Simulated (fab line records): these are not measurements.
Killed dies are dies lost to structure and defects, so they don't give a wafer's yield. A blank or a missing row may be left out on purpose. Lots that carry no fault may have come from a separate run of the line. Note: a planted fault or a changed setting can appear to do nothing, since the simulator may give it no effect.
Which tool did it? -- flow sky130 -- 11 lots, 32 wafers sampled, at 6 steps of a route of 708

WHAT THE GAUGES READ, wafer by wafer
SKY_METAL1_OVL_MEAS_16. Usual: METAL1_OVL typically reads -1 nm, with standard deviation 4.2.
lot,measured,on,METAL1_OVL (nm),flag
L310,day 33 06:34,overlay-01,-1 -1 -4,
L311,day 33 15:58,overlay-01,2 1 1,
L313,day 34 10:12,overlay-01,-1 -9 1,
L314,day 34 23:57,overlay-01,-3 1,
L316,day 35 01:50,overlay-02,3 8 7,
L319,day 36 11:56,overlay-02,-3 2 3,
L325,day 38 03:55,overlay-01,-4 0 0,
L326,day 38 08:18,overlay-02,-2 -4 -5,
L327,day 38 17:26,overlay-01,1 5 8,
L328,day 39 01:31,overlay-01,-2 4 -1,
L330,day 39 17:34,overlay-01,0 2 1,

SKY_VIA1_THK_MEAS_01. Usual: VIA1_HDPCVD_THK typically reads 1030 nm, with standard deviation 11.
lot,measured,on,VIA1_HDPCVD_THK (nm),flag
L310,day 33 07:29,film_metro-03,1033 1043 1038,
L311,day 33 16:53,film_metro-04,1025 1034 1030,
L313,day 34 11:13,film_metro-04,1023 1059 1045,
L314,day 35 00:53,film_metro-04,1041 1037,
L316,day 35 02:46,film_metro-04,1052 1033 1056,
L319,day 36 13:12,film_metro-01,1032 1037 1043,
L325,day 38 04:52,film_metro-03,1019 1023 1035,
L326,day 38 09:14,film_metro-03,1026 1022 1022,
L327,day 38 18:22,film_metro-03,1017 1024 1024,
L328,day 39 02:29,film_metro-04,1016 1023 1016,
L330,day 39 18:30,film_metro-03,1035 1017 1044,

SKY_VIA1_BOW_MEAS_03. Usual: VIA1_BOW typically reads 80 um, with standard deviation 6.5.
lot,measured,on,VIA1_BOW (um),flag
L310,day 33 07:51,film_metro-01,80 89 88,
L311,day 33 17:14,film_metro-01,87 81 83,
L313,day 34 11:36,film_metro-03,74 83 83,
L314,day 35 01:16,film_metro-04,78 95,
L316,day 35 03:08,film_metro-01,60 78 81,
L319,day 36 13:34,film_metro-04,87 80 81,
L325,day 38 05:17,film_metro-04,90 83 75,
L326,day 38 09:36,film_metro-04,74 76 69,
L327,day 38 18:43,film_metro-04,78 70 74,
L328,day 39 02:55,film_metro-01,81 87 85,
L330,day 39 18:52,film_metro-01,78 79 79,

SKY_VIA1_RS_MEAS_22: measures by four-point-probe. Usual: VIA1_W_RS typically reads 0.423 ohm/sq, with standard deviation 0.006.
lot,measured,on,VIA1_W_RS (ohm/sq),flag
L310,day 34 11:45,film_metro-04,0.422 0.422 0.423,
L311,day 34 20:46,film_metro-01,0.428 0.424 0.418,
L313,day 35 14:55,film_metro-01,0.430 0.429 0.423,
L314,day 36 04:07,film_metro-03,0.246 0.245,OFF
L316,day 36 06:53,film_metro-01,0.245 0.245 0.246,OFF
L319,day 37 17:01,film_metro-04,0.428 0.427 0.418,
L325,day 39 07:32,film_metro-03,0.426 0.428 0.427,
L326,day 39 11:25,film_metro-04,0.426 0.418 0.426,
L327,day 39 20:31,film_metro-01,0.423 0.427 0.428,
L328,day 40 04:50,film_metro-04,0.415 0.417 0.407,
L330,day 40 21:24,film_metro-04,0.430 0.429 0.420,

SKY_VIA1_THK_MEAS_23: measures by xrf. Usual: VIA1_W_THK typically reads 269 nm, with standard deviation 4.4.
lot,measured,on,VIA1_W_THK (nm),flag
L310,day 34 11:52,film_metro-04,270 269 270,
L311,day 34 20:53,film_metro-01,266 268 273,
L313,day 35 15:01,film_metro-01,263 263 267,
L314,day 36 04:13,film_metro-03,458 458,OFF
L316,day 36 07:00,film_metro-01,462 464 460,OFF
L319,day 37 17:08,film_metro-04,265 266 271,
L325,day 39 07:38,film_metro-03,267 268 267,
L326,day 39 11:32,film_metro-04,268 273 267,
L327,day 39 20:38,film_metro-01,272 268 264,
L328,day 40 04:55,film_metro-04,273 272 279,
L330,day 40 21:31,film_metro-04,264 264 270,

EACH LOT AND THE TOOL THAT RAN IT (in order: tool; ch and the chambers of the sampled wafers; start)
lot,SKY_VIA1_CVD_21
L310,"cvd_w-01 ch 0,1, day 34 11:39"
L311,"cvd_w-02 ch 0,1, day 34 20:41"
L313,"cvd_w-01 ch 0,1, day 35 14:48"
L314,"cvd_w-01 ch 1, day 36 04:01"
L316,"cvd_w-01 ch 0,1, day 36 06:46"
L319,"cvd_w-02 ch 0,1, day 37 16:55"
L325,"cvd_w-01 ch 0,1, day 39 07:25"
L326,"cvd_w-02 ch 0,1, day 39 11:20"
L327,"cvd_w-01 ch 0,1, day 39 20:26"
L328,"cvd_w-02 ch 0,1, day 40 04:43"
L330,"cvd_w-01 ch 0,1, day 40 21:17"
- SKY_VIA1_CVD_21: deposits W, target thk 270 nm, time 80.902 s.

AS READ BY THE TOOLS THEMSELVES (means over the sampled wafers that have a number; for cases with no such wafer, the mark the record gives instead)
SKY_VIA1_CVD_21. Usual: heater_power_outer_w 491 W, standard deviation 16; heater_power_w 797 W, standard deviation 35.
lot,tool,heater_power_outer_w (W),heater_power_w (W),flag
L310,cvd_w-01,475,757,
L311,cvd_w-02,494,820,
L313,cvd_w-01,480,793,
L314,cvd_w-01,484,792,
L316,cvd_w-01,491,777,
L319,cvd_w-02,495,812,
L325,cvd_w-01,478,757,
L326,cvd_w-02,489,837,
L327,cvd_w-01,490,771,
L328,cvd_w-02,491,819,
L330,cvd_w-01,481,751,

THE ANSWER, worked out from the rows above alone
Rule: take the mean of a lot's wafers that have a number; if it is more than 3 standard deviations from the usual mean, the lot is off. Also off: a lot with no number at a reading for which 4 or more lots have one. Any other lot the step has rows for is counted as sound. Order of review: gauges by route order, followed by the tools' own readings, for which a lot's mean as printed above is used. The first step at which some lot is off is used, and at that step the reading that is off furthest; a lot without a number counts as furthest.
Off: at SKY_VIA1_RS_MEAS_22 (VIA1_W_RS), L314, L316.
If a tool, at a process step before that reading, ran all the lots that are off and no sound lot after the first of them, it fits. The gauges at SKY_VIA1_RS_MEAS_22 are tried like those tools. Of those tried, none fits.

WHAT THE SIMULATOR HAD INSERTED
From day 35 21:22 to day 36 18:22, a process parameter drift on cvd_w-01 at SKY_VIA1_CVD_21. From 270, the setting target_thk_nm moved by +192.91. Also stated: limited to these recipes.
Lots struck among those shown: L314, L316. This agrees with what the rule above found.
